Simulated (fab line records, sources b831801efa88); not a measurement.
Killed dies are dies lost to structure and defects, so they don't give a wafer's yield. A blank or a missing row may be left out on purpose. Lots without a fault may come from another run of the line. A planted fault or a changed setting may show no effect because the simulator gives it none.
Which tool did it? | flow gf180mcu | 24 lots, 72 wafers sampled, at 3 steps of a route of 602

WHAT THE GAUGES READ, wafer by wafer
GF_CONTACT_THK_MEAS_26: measures by xrf. Usual: CONTACT_W_THK 296 nm, standard deviation 3.4.
lot  | measured     | on            | CONTACT_W_THK (nm) | flag
L074 | day 15 20:25 | film_metro-04 | 294 296 293        |
L075 | day 15 23:32 | film_metro-01 | 294 294 295        |
L076 | day 16 09:04 | film_metro-04 | 296 289 299        |
L077 | day 17 01:43 | film_metro-01 | 291 298 293        |
L078 | day 17 09:17 | film_metro-03 | 289 296 287        |
L079 | day 17 22:25 | film_metro-04 | 291 292 292        |
L080 | day 18 13:01 | film_metro-04 | 292 295 291        |
L081 | day 18 22:58 | film_metro-01 | 296 292 302        |
L082 | day 19 13:37 | film_metro-04 | 293 298 295        |
L083 | day 19 22:08 | film_metro-01 | 297 296 296        |
L084 | day 20 11:27 | film_metro-01 | 295 298 302        |
L085 | day 20 22:21 | film_metro-04 | 292 296 298        |
L086 | day 20 23:15 | film_metro-04 | 298 298 300        |
L087 | day 21 09:02 | film_metro-04 | 295 295 295        |
L088 | day 21 20:06 | film_metro-01 | 304 298 299        |
L089 | day 22 05:49 | film_metro-03 | 299 296 295        |
L090 | day 22 07:26 | film_metro-01 | 300 299 294        |
L091 | day 22 12:47 | film_metro-01 | 292 297 297        |
L092 | day 22 14:40 | film_metro-03 | 294 297 297        |
L094 | day 23 06:21 | film_metro-01 | 297 300 299        |
L093 | day 23 11:17 | film_metro-03 | 293 294 295        |
L095 | day 23 12:08 | film_metro-01 | 298 298 297        |
L096 | day 23 20:08 | film_metro-04 | 303 299 300        |
L097 | day 24 04:53 | film_metro-04 | 295 294 294        |

GF_M3_RS_MEAS_05: measures by four-point-probe. Usual: M3_ALCU_RS 0.0696 ohm/sq, standard deviation 0.00069.
lot  | measured     | on            | M3_ALCU_RS (ohm/sq)  | flag
L074 | day 20 01:07 | film_metro-02 | 0.0690 0.0696 0.0695 |
L075 | day 20 05:03 | film_metro-03 | 0.0690 0.0693 0.0687 |
L076 | day 20 15:37 | film_metro-02 | 0.0693 0.0700 0.0688 |
L077 | day 21 09:01 | film_metro-02 | 0.0703 0.0699 0.0708 |
L078 | day 21 15:34 | film_metro-03 | 0.0700 0.0709 0.0700 |
L079 | day 22 05:59 | film_metro-03 | 0.0707 0.0693 0.0691 |
L080 | day 22 17:48 | film_metro-03 | 0.0695 0.0696 0.0694 |
L081 | day 23 04:39 | film_metro-03 | 0.0690 0.0692 0.0694 |
L082 | day 24 00:04 | film_metro-03 | 0.0698 0.0694 0.0711 |
L083 | day 24 02:55 | film_metro-02 | 0.0694 0.0691 0.0691 |
L084 | day 24 15:44 | film_metro-03 | 0.0709 0.0697 0.0694 |
L085 | day 25 00:19 | film_metro-04 | 0.0703 0.0695 0.0706 |
L086 | day 25 01:16 | film_metro-04 | 0.0690 0.0688 0.0691 |
L087 | day 25 10:48 | film_metro-03 | 0.0701 0.0693 0.0695 |
L088 | day 25 20:48 | film_metro-02 | 0.0695 0.0683 0.0690 |
L089 | day 26 05:14 | film_metro-03 | 0.0688 0.0693 0.0710 |
L090 | day 26 06:50 | film_metro-03 | 0.0695 0.0699 0.0693 |
L091 | day 26 12:58 | film_metro-03 | 0.0701 0.0696 0.0698 |
L092 | day 26 13:26 | film_metro-04 | 0.0694 0.0700 0.0702 |
L094 | day 27 03:22 | film_metro-02 | 0.0698 0.0683 0.0704 |
L093 | day 27 07:26 | film_metro-03 | 0.0687 0.0697 0.0702 |
L095 | day 27 08:26 | film_metro-04 | 0.0699 0.0702 0.0703 |
L096 | day 27 15:51 | film_metro-04 | 0.0682 0.0688 0.0693 |
L097 | day 28 00:33 | film_metro-02 | 0.0696 0.0685 0.0686 |

GF_V4_THK_MEAS_25: measures by xrf. Usual: V4_W_THK 345 nm, standard deviation 5.1.
lot  | measured     | on            | V4_W_THK (nm) | flag
L074 | day 24 04:28 | film_metro-01 | 355 355 349   |
L075 | day 24 07:44 | film_metro-03 | 344 350 347   |
L076 | day 24 17:43 | film_metro-01 | 352 356 353   |
L077 | day 25 09:48 | film_metro-04 | 346 342 340   |
L078 | day 25 14:28 | film_metro-01 | 353 352 350   |
L079 | day 26 04:50 | film_metro-04 | 345 345 337   |
L080 | day 26 16:01 | film_metro-04 | 347 350 350   |
L081 | day 27 01:53 | film_metro-01 | 352 351 347   |
L082 | day 27 18:53 | film_metro-04 | 340 344 346   |
L083 | day 27 22:34 | film_metro-04 | 349 353 341   |
L084 | day 28 07:44 | film_metro-01 | 346 343 340   |
L085 | day 28 14:34 | film_metro-04 | 342 343 341   |
L086 | day 28 17:52 | film_metro-04 | 347 338 343   |
L087 | day 29 01:19 | film_metro-01 | 344 345 346   |
L088 | day 29 12:04 | film_metro-03 | 337 338 343   |
L089 | day 29 18:04 | film_metro-03 | 336 335 337   |
L090 | day 29 19:23 | film_metro-04 | 340 342 339   |
L091 | day 30 01:00 | film_metro-01 | 347 347 347   |
L092 | day 30 01:14 | film_metro-04 | 340 343 335   |
L094 | day 30 14:16 | film_metro-01 | 338 340 337   |
L093 | day 30 18:49 | film_metro-03 | 338 338 338   |
L095 | day 30 18:56 | film_metro-04 | 347 349 348   |
L096 | day 31 00:20 | film_metro-03 | 346 346 344   |
L097 | day 31 09:20 | film_metro-01 | 342 346 345   |

WHICH TOOL RAN EACH LOT (tool, then ch and the chambers of the sampled wafers, then the start)
The record holds no process step before these readings.

WHAT THE TOOLS THEMSELVES READ (means of the sampled wafers that have a number; where no wafer has one, the mark that the record gives instead)
The record holds no such reading with a usual standard deviation.

THE ANSWER, worked out from the rows above alone
Rule: a lot is off if the mean of its wafers that have a number lies more than 3 standard deviations from the usual mean. A lot without any number at a reading at which 4 lots or more have one is off too. The other lots that the step has rows for count as sound. The gauges are gone through in route order, then the tools' own readings, and for those a lot's mean is taken as printed above. The first step at which some lot is off is used, and at that step the reading that is off furthest; a lot without a number counts as furthest.
No lot is off at any reading shown: from this, nothing can be told.

WHAT THE SIMULATOR HAD PUT IN
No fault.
